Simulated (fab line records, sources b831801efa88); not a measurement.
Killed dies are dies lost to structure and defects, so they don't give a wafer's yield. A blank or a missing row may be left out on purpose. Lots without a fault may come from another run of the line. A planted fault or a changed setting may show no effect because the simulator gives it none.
Problem report in the 8D (eight disciplines) form, filled by code | flow sky130 | the parts of the form that need people (team, actions taken, sign-off) are left out

1. THE PROBLEM
CAP2M_TIN_RS at SKY_CAP2M_RS_MEAS_03 reads a mean of 5.21 ohm/sq on 3 wafers of 2 lots; wafers without a fault read 6.85 ohm/sq with a standard deviation of 0.081. That is -20 standard deviations from the usual mean.
The step: measures by four-point-probe.
First seen on wafer L645.2, day 43 14:53, on film_metro-02. The record holds 30 wafers of 10 lots with a number at this step. Rule for "out", or "out of limits": more than 4 standard deviations from the usual mean. The other wafers with a number count as sound.

2. WHAT IT IS AND WHAT IT IS NOT
question                    | is                     | is not
which readings at this step | CAP2M_TIN_RS           | -
which lots                  | L645, L647             | L635, L636, L639, L640, L651, L652, L655, L656
which wafers of those lots  | L645.2, L645.5, L647.5 | L645.4, L647.1, L647.6
read on which gauges        | film_metro-02          | film_metro-03, film_metro-04
when                        | from day 43 14:53      | up to then (13 sound wafers); but 14 sound wafers of L647, L651, L652, L655, L656 came after

3. SUSPECTS, AND WHAT RULES EACH OUT
Counting: a tool at a process step up to the reading stays a suspect if it ran every lot that is out. Sound lots after the first of them don't rule it out here, since some wafers of a struck lot are sound.
- the gauge at SKY_CAP2M_RS_MEAS_03: ruled out. All the wafers that are out were read on film_metro-02, but those of them that SKY_CAP2M_METAL_ETCH_13 has rows for are out there too, on other tools.
- rie_diel-03 at SKY_VIA3_ETCH_14 (etches BARC in N2/H2, stops on SiO2, time 45.9 s, target depth 60 nm): kept. It ran every lot that is out, first L645 (day 43 13:07); its last sound lot up to then is L635 (day 40 13:43).
- pvd_sputter-01 at SKY_CAP2M_SPUTTER_02 (material TiN, target thk 200 nm, time 166.7 s): kept. It ran every lot that is out, first L645 (day 43 14:46); its last sound lot up to then is L640 (day 42 02:45).
Left after counting: rie_diel-03 at SKY_VIA3_ETCH_14, pvd_sputter-01 at SKY_CAP2M_SPUTTER_02.

4. THE CAUSE (what the simulator had put in)
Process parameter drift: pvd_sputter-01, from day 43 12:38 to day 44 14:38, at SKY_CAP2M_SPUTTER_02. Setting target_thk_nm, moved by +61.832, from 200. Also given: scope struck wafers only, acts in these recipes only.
Counting left 2 suspects, and this tool is among them.

5. THE CHAIN OF EFFECTS, in route order
Each row: a reading whose mean over the struck wafers that have a number lies more than 3 standard deviations from the usual. Only readings for which the record gives a usual standard deviation are gone through. hours: the time from each lot's start at the first step in this table that gives one to its start at this step, as a median over the lots. sigmas: the change in usual standard deviations.
hours | step                    | reading            | usual       | on struck wafers | change | sigmas
0     | SKY_CAP2M_RS_MEAS_03    | CAP2M_TIN_RS       | 6.85 ohm/sq | 5.21             | -1.64  | -20
0     | SKY_CAP2M_THK_MEAS_04   | CAP2M_TIN_THK      | 199.1 nm    | 260.4            | +61.3  | +27
23    | SKY_CAP2M_METAL_ETCH_13 | oes_product_au     | 0.946 a.u.  | 1.017            | +0.071 | +9.0
23    | SKY_CAP2M_METAL_ETCH_13 | throttle_valve_pct | 21.588 %    | 21.541           | -0.047 | -4.7
The process steps in it:
- SKY_CAP2M_METAL_ETCH_13: etches TiN in Cl2/BCl3, stops on SiO2, target depth 220 nm, time 62.9 s.

6. WHAT WOULD HAVE CAUGHT IT SOONER
In this record the first reading out of limits at a measuring or inspecting step was taken at day 43 14:53, 2 hours after the fault began at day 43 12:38.
Of the tool readings at SKY_CAP2M_SPUTTER_02 for which the record gives a usual standard deviation, none was out on any struck wafer, so an alarm limit of 4 standard deviations on them would not have fired.
Of the lots that are out (2), L647 began SKY_CAP2M_SPUTTER_02 on pvd_sputter-01 after day 43 14:53. A hold on the tool at that time would have spared it.
